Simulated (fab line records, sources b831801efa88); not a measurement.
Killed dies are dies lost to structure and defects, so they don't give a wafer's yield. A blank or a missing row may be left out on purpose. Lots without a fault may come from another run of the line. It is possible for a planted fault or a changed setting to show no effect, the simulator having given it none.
Struck lot and sound lot, side by side + flow sfq line + 14 steps out of a route of 325
Sound: the wafers L403.3, L403.4, L403.5. The struck wafers were L392.3, L392.5, L392.6. Last of all comes the cause.
For every step that has rows: the tool of each side, followed by ch and its chambers, followed by its first start. Under that, the readings that differ: sound wafers + struck wafers + difference of the means + sigmas: that difference in standard deviations of wafers without a fault.
alike: same words and numbers on both sides, and readings whose means sit less than 2 such deviations apart. not compared: any withheld reading, any reading some wafer has no value for, any bound like >300 that may hide the same value, and any number with overlapping values for which the record gives no deviation.
The two part at a step that has a row with sigmas, a row that says differs or no value, or rows on one side only. Numbers that have no deviation but don't overlap get no sigmas and don't part them. Lack of a reading on every wafer of one side parts them only where that side has two or more wafers.

SFQ_TRILAYER_M2_BARC_OPEN_METAL_ETCH_077: etches BARC in O2, target depth 125 nm, time 41.7 s.
  sound on rie metal-03 ch 0,1, day 25 05:04; struck on rie metal-02 ch 0,1, day 21 10:26
  alike: drypump motor current A, oes product au
  not compared: rf hours counter h
SFQ_TRILAYER_M2_ETCH_METAL_ETCH_060: etches Nb in Cl2/Ar, stops on SiO2, target depth 240 nm, time 120 s.
  sound on rie metal-03 ch 0,1, day 25 05:09; struck on rie metal-02 ch 0,1, day 21 10:31
  alike: drypump motor current A, oes product au
  not compared: rf hours counter h
SFQ_TRILAYER_M2_STRIP_STRIP_061: strips in O2.
  sound on rie metal-03 ch 0,1, day 25 05:26; struck on rie metal-02 ch 0,1, day 21 10:47
  alike: drypump motor current A, oes product au
  not compared: rf hours counter h
then, 1 step without rows for these wafers: SFQ_TRILAYER_M2_STRIP_SOLV_CLEAN_062 (cleans in NMP, time 600 s).
SFQ_TRILAYER_I2_DEP_PECVD_063: deposits SiO2 from SiH4/N2O, time 111.11 s, target thk 500 nm.
  sound on pecvd-03 ch 0,2, day 25 06:01; struck on pecvd-01 ch 1,2, day 21 11:23
| reading            | sound     | struck   | difference | sigmas |
|--------------------|-----------|----------|------------|--------|
| heater power w (W) | 102 98 88 | 82 67 67 | -24        | -2     |
  alike: heater power outer w, throttle valve pct
then, 1 step without rows for these wafers: SFQ_TRILAYER_I2_CMP_CMP_064 (polishes SiO2).
SFQ_I2_BOW_MEAS_917:
  sound on film metro-01 at day 26 04:07; struck on film metro-01 at day 22 03:12
  alike: I2_BOW
SFQ_TRILAYER_I2_METRO_MEASURE_065:
  sound on film metro-01 at day 26 04:36; struck on film metro-01 at day 22 03:41
  alike: thk nm
then, 4 steps without rows for these wafers: SFQ_TRILAYER_I2_VIA_LITHO_COAT_072 (resist thk 62 nm); SFQ_TRILAYER_I2_VIA_LITHO_COAT_067 (resist thk 650 nm); SFQ_TRILAYER_I2_VIA_LITHO_SOFTBAKE_071; SFQ_TRILAYER_I2_VIA_LITHO_EXPOSE_068 (exposes mask I2, target cd 500 nm).
-- the record jumps here: 4 days lie between the struck wafers' starts before and after --
SFQ_TRILAYER_I2_VIA_LITHO_PEB_070: peb time 60 s.
  struck on litho track-04, day 26 10:01; sound on litho track-04 ch 0, day 30 10:19
  no value came back on the struck wafers for chill plate temp C (C), exhaust pa (Pa); on the sound wafers chill plate temp C (C) reads 23.11 22.98 23.04
then, 1 step without rows for these wafers: SFQ_TRILAYER_I2_VIA_LITHO_DEVELOP_069 (time 60 s).

## WHERE THEY PART
First at SFQ_TRILAYER_I2_DEP_PECVD_063; last, within this record, at SFQ_TRILAYER_I2_VIA_LITHO_PEB_070.

WHY: whatever the simulator had introduced
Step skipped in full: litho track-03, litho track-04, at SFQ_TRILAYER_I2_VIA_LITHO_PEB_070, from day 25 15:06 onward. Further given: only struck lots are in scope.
